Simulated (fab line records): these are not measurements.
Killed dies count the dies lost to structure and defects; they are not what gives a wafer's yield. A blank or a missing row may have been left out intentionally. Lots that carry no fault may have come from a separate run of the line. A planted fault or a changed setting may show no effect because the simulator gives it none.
Which tool is to blame? + flow sky130 + Sampling: 24 lots, 72 wafers, 6 of 708 route steps

WHAT EACH GAUGE READ, for each wafer
SKY_VIA2_THK_MEAS_23: measures by xrf. Usual: VIA2_W_THK 395 nm, standard deviation 6.9.
| lot  | measured     | on           | VIA2_W_THK (nm) | flag |
|------|--------------|--------------|-----------------|------|
| L074 | day 37 03:02 | filmMetro-01 | 397 395 400     |      |
| L075 | day 37 12:06 | filmMetro-01 | 403 397 404     |      |
| L076 | day 37 23:28 | filmMetro-03 | 388 392 387     |      |
| L077 | day 37 23:49 | filmMetro-01 | 399 393 402     |      |
| L078 | day 38 04:10 | filmMetro-01 | 405 390 399     |      |
| L079 | day 38 05:46 | filmMetro-03 | 378 385 378     |      |
| L080 | day 38 17:07 | filmMetro-01 | 392 391 399     |      |
| L081 | day 38 20:50 | filmMetro-04 | 388 397 399     |      |
| L082 | day 39 08:37 | filmMetro-03 | 388 386 389     |      |
| L083 | day 39 12:50 | filmMetro-03 | 387 393 393     |      |
| L084 | day 39 19:34 | filmMetro-01 | 397 403 396     |      |
| L085 | day 39 22:58 | filmMetro-04 | 405 399 404     |      |
| L086 | day 40 02:04 | filmMetro-04 | 399 402 394     |      |
| L088 | day 40 18:29 | filmMetro-04 | 389 400 392     |      |
| L087 | day 40 19:38 | filmMetro-04 | 404 400 401     |      |
| L089 | day 41 02:52 | filmMetro-04 | 396 395 400     |      |
| L091 | day 41 12:11 | filmMetro-01 | 408 412 404     |      |
| L090 | day 41 13:34 | filmMetro-01 | 405 405 406     |      |
| L092 | day 41 19:17 | filmMetro-03 | 390 394 385     |      |
| L093 | day 42 05:40 | filmMetro-03 | 392 394 394     |      |
| L094 | day 42 08:27 | filmMetro-03 | 383 380 383     |      |
| L095 | day 42 22:55 | filmMetro-04 | 400 396 396     |      |
| L096 | day 43 01:07 | filmMetro-03 | 392 391 389     |      |
| L097 | day 43 05:18 | filmMetro-04 | 399 398 395     |      |

SKY_PASSIVATION_THK_MEAS_01. Usual: PASSIVATION_CVD_00_THK 90.1 nm, standard deviation 1.5.
| lot  | measured     | on           | PASSIVATION_CVD_00_THK (nm) | flag |
|------|--------------|--------------|-----------------------------|------|
| L074 | day 44 14:46 | filmMetro-02 | 90.3 90.4 93.1              |      |
| L075 | day 44 21:35 | filmMetro-03 | 90.1 87.6 90.8              |      |
| L076 | day 45 07:25 | filmMetro-03 | 92.8 90.8 91.2              |      |
| L077 | day 45 06:09 | filmMetro-03 | 88.2 86.5 87.8              |      |
| L078 | day 45 08:38 | filmMetro-01 | 91.5 90.6 92.0              |      |
| L079 | day 45 14:13 | filmMetro-01 | 89.2 90.6 90.3              |      |
| L080 | day 45 22:04 | filmMetro-01 | 89.7 90.8 89.3              |      |
| L081 | day 46 11:13 | filmMetro-03 | 89.4 90.7 90.6              |      |
| L082 | day 46 13:13 | filmMetro-03 | 90.2 92.3 91.4              |      |
| L083 | day 46 14:29 | filmMetro-03 | 88.4 88.2 89.7              |      |
| L084 | day 46 19:28 | filmMetro-03 | 88.5 90.6 90.8              |      |
| L085 | day 46 23:43 | filmMetro-02 | 89.4 87.6 89.9              |      |
| L086 | day 47 02:41 | filmMetro-01 | 89.3 91.4 92.8              |      |
| L088 | day 47 18:13 | filmMetro-03 | 90.6 88.8 92.8              |      |
| L087 | day 47 18:05 | filmMetro-03 | 88.5 91.5 90.7              |      |
| L089 | day 47 21:09 | filmMetro-02 | 90.6 88.9 91.4              |      |
| L091 | day 48 06:37 | filmMetro-03 | 89.6 89.2 91.0              |      |
| L090 | day 48 13:00 | filmMetro-02 | 89.1 89.9 90.0              |      |
| L092 | day 48 12:43 | filmMetro-01 | 88.4 90.6 90.5              |      |
| L093 | day 48 20:14 | filmMetro-03 | 87.2 86.7 87.7              |      |
| L094 | day 48 22:54 | filmMetro-02 | 89.2 90.6 88.8              |      |
| L095 | day 49 14:48 | filmMetro-01 | 91.5 92.2 92.2              |      |
| L096 | day 49 12:55 | filmMetro-03 | 90.1 91.2 90.9              |      |
| L097 | day 49 16:19 | filmMetro-03 | 88.8 90.4 90.9              |      |

WHICH TOOL RAN EACH LOT (tool, then ch and the chambers of the sampled wafers, then the start)
| lot  | SKY_METAL1_SPUTTER_03       | SKY_VIA2_STRIP_16                   | SKY_METAL3_DESCUM_15             | SKY_METAL5_SPUTTER_03       |
|------|-----------------------------|-------------------------------------|----------------------------------|-----------------------------|
| L074 | pvdSputter-03, day 32 12:00 | plasmaAsher-02 ch 0,1, day 37 02:08 | rieMetal-04 ch 0,1, day 39 07:22 | pvdSputter-01, day 43 14:52 |
| L075 | pvdSputter-01, day 32 17:56 | plasmaAsher-01 ch 0,1, day 37 11:11 | rieMetal-04 ch 0,1, day 39 16:25 | pvdSputter-03, day 43 22:08 |
| L076 | pvdSputter-04, day 33 06:30 | plasmaAsher-03 ch 0,1, day 37 22:34 | rieMetal-04 ch 0, day 40 05:08   | pvdSputter-02, day 44 09:12 |
| L077 | pvdSputter-03, day 33 08:20 | plasmaAsher-03 ch 0,1, day 37 22:53 | rieMetal-01 ch 0,1, day 40 03:17 | pvdSputter-03, day 44 07:43 |
| L078 | pvdSputter-03, day 33 12:19 | plasmaAsher-03 ch 0,1, day 38 03:15 | rieMetal-02 ch 0,1, day 40 06:56 | pvdSputter-03, day 44 10:43 |
| L079 | pvdSputter-03, day 33 14:53 | plasmaAsher-03 ch 0,1, day 38 04:50 | rieMetal-04 ch 0, day 40 09:49   | pvdSputter-01, day 44 15:23 |
| L080 | pvdSputter-03, day 34 01:23 | plasmaAsher-01 ch 0,1, day 38 16:11 | rieMetal-02 ch 0,1, day 40 19:31 | pvdSputter-03, day 45 00:05 |
| L081 | pvdSputter-01, day 34 06:01 | plasmaAsher-02 ch 0,1, day 38 19:56 | rieMetal-02 ch 0,1, day 40 22:52 | pvdSputter-03, day 45 12:57 |
| L082 | pvdSputter-03, day 34 18:21 | plasmaAsher-03 ch 0,1, day 39 07:42 | rieMetal-02 ch 0,1, day 41 10:52 | pvdSputter-03, day 45 14:52 |
| L083 | pvdSputter-03, day 35 00:02 | plasmaAsher-02 ch 0,1, day 39 11:56 | rieMetal-02 ch 0,1, day 41 14:53 | pvdSputter-02, day 45 17:06 |
| L084 | pvdSputter-01, day 35 05:32 | plasmaAsher-03 ch 0,1, day 39 18:38 | rieMetal-01 ch 0,1, day 41 20:56 | pvdSputter-03, day 45 21:53 |
| L085 | pvdSputter-03, day 35 10:33 | plasmaAsher-01 ch 0,1, day 39 22:03 | rieMetal-02 ch 0,1, day 42 00:19 | pvdSputter-02, day 46 01:16 |
| L086 | pvdSputter-01, day 35 12:57 | plasmaAsher-03 ch 1, day 40 01:09   | rieMetal-01 ch 0, day 42 03:35   | pvdSputter-02, day 46 04:20 |
| L088 | pvdSputter-04, day 36 06:40 | plasmaAsher-02 ch 0,1, day 40 17:35 | rieMetal-01 ch 0,1, day 42 19:46 | pvdSputter-03, day 46 20:31 |
| L087 | pvdSputter-04, day 36 08:44 | plasmaAsher-03 ch 0,1, day 40 18:44 | rieMetal-02 ch 0,1, day 42 20:28 | pvdSputter-01, day 46 20:13 |
| L089 | pvdSputter-04, day 36 15:08 | plasmaAsher-02 ch 0,1, day 41 01:55 | rieMetal-01 ch 0,1, day 43 03:34 | pvdSputter-01, day 47 00:17 |
| L091 | pvdSputter-04, day 37 02:07 | plasmaAsher-03 ch 0,1, day 41 11:14 | rieMetal-02 ch 0,1, day 43 12:43 | pvdSputter-01, day 47 10:06 |
| L090 | pvdSputter-03, day 37 04:31 | plasmaAsher-02 ch 0, day 41 12:39   | rieMetal-02 ch 0,1, day 43 20:07 | pvdSputter-01, day 47 16:22 |
| L092 | pvdSputter-03, day 37 10:43 | plasmaAsher-02 ch 0,1, day 41 18:21 | rieMetal-02 ch 0,1, day 43 19:10 | pvdSputter-03, day 47 15:43 |
| L093 | pvdSputter-04, day 37 22:38 | plasmaAsher-03 ch 0,1, day 42 04:42 | rieMetal-04 ch 1, day 44 04:34   | pvdSputter-02, day 48 00:23 |
| L094 | pvdSputter-04, day 38 00:25 | plasmaAsher-03 ch 0,1, day 42 07:32 | rieMetal-01 ch 0,1, day 44 06:41 | pvdSputter-03, day 48 02:55 |
| L095 | pvdSputter-01, day 38 16:35 | plasmaAsher-03 ch 0,1, day 42 22:00 | rieMetal-02 ch 1, day 44 21:52   | pvdSputter-01, day 48 20:40 |
| L096 | pvdSputter-03, day 38 19:47 | plasmaAsher-01 ch 0,1, day 43 00:14 | rieMetal-02 ch 0,1, day 44 23:49 | pvdSputter-02, day 48 17:47 |
| L097 | pvdSputter-01, day 38 22:32 | plasmaAsher-02 ch 0,1, day 43 04:24 | rieMetal-02 ch 0,1, day 45 03:10 | pvdSputter-03, day 48 21:52 |
- SKY_METAL1_SPUTTER_03: material Ti, target thk 5 nm, time 3.3 s.
- SKY_VIA2_STRIP_16: strips in O2/N2.
- SKY_METAL3_DESCUM_15: chemistry O2, time 8 s.
- SKY_METAL5_SPUTTER_03: material Ti, target thk 5 nm, time 3.3 s.

WHAT THE TOOLS THEMSELVES READ (means of the sampled wafers that have a number; where no wafer has one, the mark that the record gives instead)
SKY_METAL1_SPUTTER_03. Usual: throttleValvePct reads 30.1 % (standard deviation 0.74).
| lot  | tool          | throttleValvePct (%) | flag |
|------|---------------|----------------------|------|
| L074 | pvdSputter-03 | 30.4                 |      |
| L075 | pvdSputter-01 | 30.7                 |      |
| L076 | pvdSputter-04 | 30.3                 |      |
| L077 | pvdSputter-03 | 29.9                 |      |
| L078 | pvdSputter-03 | 29.7                 |      |
| L079 | pvdSputter-03 | 30.5                 |      |
| L080 | pvdSputter-03 | 29.8                 |      |
| L081 | pvdSputter-01 | 30.3                 |      |
| L082 | pvdSputter-03 | 29.8                 |      |
| L083 | pvdSputter-03 | 29.5                 |      |
| L084 | pvdSputter-01 | 30.0                 |      |
| L085 | pvdSputter-03 | 29.7                 |      |
| L086 | pvdSputter-01 | 30.6                 |      |
| L088 | pvdSputter-04 | 30.2                 |      |
| L087 | pvdSputter-04 | 30.4                 |      |
| L089 | pvdSputter-04 | 30.4                 |      |
| L091 | pvdSputter-04 | 30.3                 |      |
| L090 | pvdSputter-03 | 30.6                 |      |
| L092 | pvdSputter-03 | 30.5                 |      |
| L093 | pvdSputter-04 | 30.5                 |      |
| L094 | pvdSputter-04 | 30.5                 |      |
| L095 | pvdSputter-01 | 30.3                 |      |
| L096 | pvdSputter-03 | 30.4                 |      |
| L097 | pvdSputter-01 | 30.4                 |      |

SKY_VIA2_STRIP_16. Usual: drypumpMotorCurrentA 5.5 A, standard deviation 0.63; o2FlowSccm 2999 sccm, standard deviation 8.5; oesProductAu 0.398 a.u., standard deviation 0.0044; stripTimeToEndpointS 4.05 s, standard deviation 0.032.
| lot  | tool           | drypumpMotorCurrentA (A) | o2FlowSccm (sccm) | oesProductAu (a.u.) | stripTimeToEndpointS (s) | flag |
|------|----------------|--------------------------|-------------------|---------------------|--------------------------|------|
| L074 | plasmaAsher-02 | 5.3                      | 3000              | 0.401               | 4.01                     |      |
| L075 | plasmaAsher-01 | 5.9                      | 3008              | 0.399               | 4.06                     |      |
| L076 | plasmaAsher-03 | 5.4                      | 3000              | 0.401               | 4.05                     |      |
| L077 | plasmaAsher-03 | 5.4                      | 2999              | 0.394               | 4.02                     |      |
| L078 | plasmaAsher-03 | 5.4                      | 2996              | 0.397               | 4.04                     |      |
| L079 | plasmaAsher-03 | 5.4                      | 3004              | 0.396               | 4.04                     |      |
| L080 | plasmaAsher-01 | 5.9                      | 2995              | 0.400               | 4.03                     |      |
| L081 | plasmaAsher-02 | 5.2                      | 3003              | 0.399               | 4.06                     |      |
| L082 | plasmaAsher-03 | 5.4                      | 3003              | 0.396               | 4.05                     |      |
| L083 | plasmaAsher-02 | 5.2                      | 2991              | 0.401               | 4.07                     |      |
| L084 | plasmaAsher-03 | 5.4                      | 2995              | 0.397               | 4.09                     |      |
| L085 | plasmaAsher-01 | 6.1                      | 2995              | 0.396               | 4.05                     |      |
| L086 | plasmaAsher-03 | 6.4                      | 3003              | 0.396               | 4.03                     |      |
| L088 | plasmaAsher-02 | 5.2                      | 3002              | 0.397               | 4.03                     |      |
| L087 | plasmaAsher-03 | 5.4                      | 3006              | 0.399               | 4.04                     |      |
| L089 | plasmaAsher-02 | 5.2                      | 2998              | 0.393               | 4.06                     |      |
| L091 | plasmaAsher-03 | 5.4                      | 2997              | 0.401               | 4.03                     |      |
| L090 | plasmaAsher-02 | 4.9                      | 2991              | 0.401               | 4.07                     |      |
| L092 | plasmaAsher-02 | 5.1                      | 3009              | 0.398               | 4.04                     |      |
| L093 | plasmaAsher-03 | 5.4                      | 3001              | 0.399               | 4.08                     |      |
| L094 | plasmaAsher-03 | 5.4                      | 2999              | 0.400               | 4.06                     |      |
| L095 | plasmaAsher-03 | 5.4                      | 3006              | 0.398               | 4.05                     |      |
| L096 | plasmaAsher-01 | 6.1                      | 3002              | 0.400               | 4.11                     |      |
| L097 | plasmaAsher-02 | 5.3                      | 2997              | 0.397               | 4.05                     |      |

SKY_METAL3_DESCUM_15. Usual: drypumpMotorCurrentA 5.7 A, standard deviation 0.5; oesProductAu 1.004 a.u., standard deviation 0.017.
| lot  | tool        | drypumpMotorCurrentA (A) | oesProductAu (a.u.) | flag |
|------|-------------|--------------------------|---------------------|------|
| L074 | rieMetal-04 | 5.1                      | 1.009               |      |
| L075 | rieMetal-04 | 5.1                      | 1.016               |      |
| L076 | rieMetal-04 | 4.8                      | 1.022               |      |
| L077 | rieMetal-01 | 5.6                      | 1.014               |      |
| L078 | rieMetal-02 | 6.1                      | 0.994               |      |
| L079 | rieMetal-04 | 4.8                      | 1.011               |      |
| L080 | rieMetal-02 | 5.9                      | 0.997               |      |
| L081 | rieMetal-02 | 5.9                      | 0.997               |      |
| L082 | rieMetal-02 | 6.1                      | 0.985               |      |
| L083 | rieMetal-02 | 6.1                      | 0.989               |      |
| L084 | rieMetal-01 | 5.6                      | 1.019               |      |
| L085 | rieMetal-02 | 5.9                      | 1.001               |      |
| L086 | rieMetal-01 | 5.1                      | 1.037               |      |
| L088 | rieMetal-01 | 5.4                      | 1.027               |      |
| L087 | rieMetal-02 | 6.1                      | 0.994               |      |
| L089 | rieMetal-01 | 5.6                      | 1.014               |      |
| L091 | rieMetal-02 | 5.9                      | 0.995               |      |
| L090 | rieMetal-02 | 6.0                      | 0.998               |      |
| L092 | rieMetal-02 | 6.1                      | 0.989               |      |
| L093 | rieMetal-04 | 5.8                      | 0.983               |      |
| L094 | rieMetal-01 | 5.4                      | 1.025               |      |
| L095 | rieMetal-02 | 5.8                      | 1.007               |      |
| L096 | rieMetal-02 | 6.0                      | 0.990               |      |
| L097 | rieMetal-02 | 6.1                      | 0.993               |      |

SKY_METAL5_SPUTTER_03. Usual: throttleValvePct reads 30.2 % (standard deviation 1).
| lot  | tool          | throttleValvePct (%) | flag |
|------|---------------|----------------------|------|
| L074 | pvdSputter-01 | 29.5                 |      |
| L075 | pvdSputter-03 | 29.8                 |      |
| L076 | pvdSputter-02 | 29.8                 |      |
| L077 | pvdSputter-03 | 29.9                 |      |
| L078 | pvdSputter-03 | 29.9                 |      |
| L079 | pvdSputter-01 | 30.8                 |      |
| L080 | pvdSputter-03 | 29.7                 |      |
| L081 | pvdSputter-03 | 29.9                 |      |
| L082 | pvdSputter-03 | 29.7                 |      |
| L083 | pvdSputter-02 | 31.6                 |      |
| L084 | pvdSputter-03 | 29.9                 |      |
| L085 | pvdSputter-02 | 30.9                 |      |
| L086 | pvdSputter-02 | 31.9                 |      |
| L088 | pvdSputter-03 | 30.4                 |      |
| L087 | pvdSputter-01 | 29.9                 |      |
| L089 | pvdSputter-01 | 30.6                 |      |
| L091 | pvdSputter-01 | 30.0                 |      |
| L090 | pvdSputter-01 | 29.8                 |      |
| L092 | pvdSputter-03 | 29.9                 |      |
| L093 | pvdSputter-02 | 30.5                 |      |
| L094 | pvdSputter-03 | 30.4                 |      |
| L095 | pvdSputter-01 | 30.5                 |      |
| L096 | pvdSputter-02 | 31.7                 |      |
| L097 | pvdSputter-03 | 29.3                 |      |

THE ANSWER, worked out from the rows above alone
Rule: take the mean of a lot's wafers that have a number; if it is more than 3 standard deviations from the usual mean, the lot is off. A lot without any number at a reading at which 4 lots or more have one is off too. The other lots that the step has rows for count as sound. Order of review: gauges by route order, followed by the tools' own readings, for which a lot's mean as printed above is used. The first step at which some lot is off is used, and at that step the reading that is off furthest; a lot without a number counts as furthest.
None of the lots is off at any reading shown; this tells nothing.

WHAT HAD BEEN PUT IN BY THE SIMULATOR
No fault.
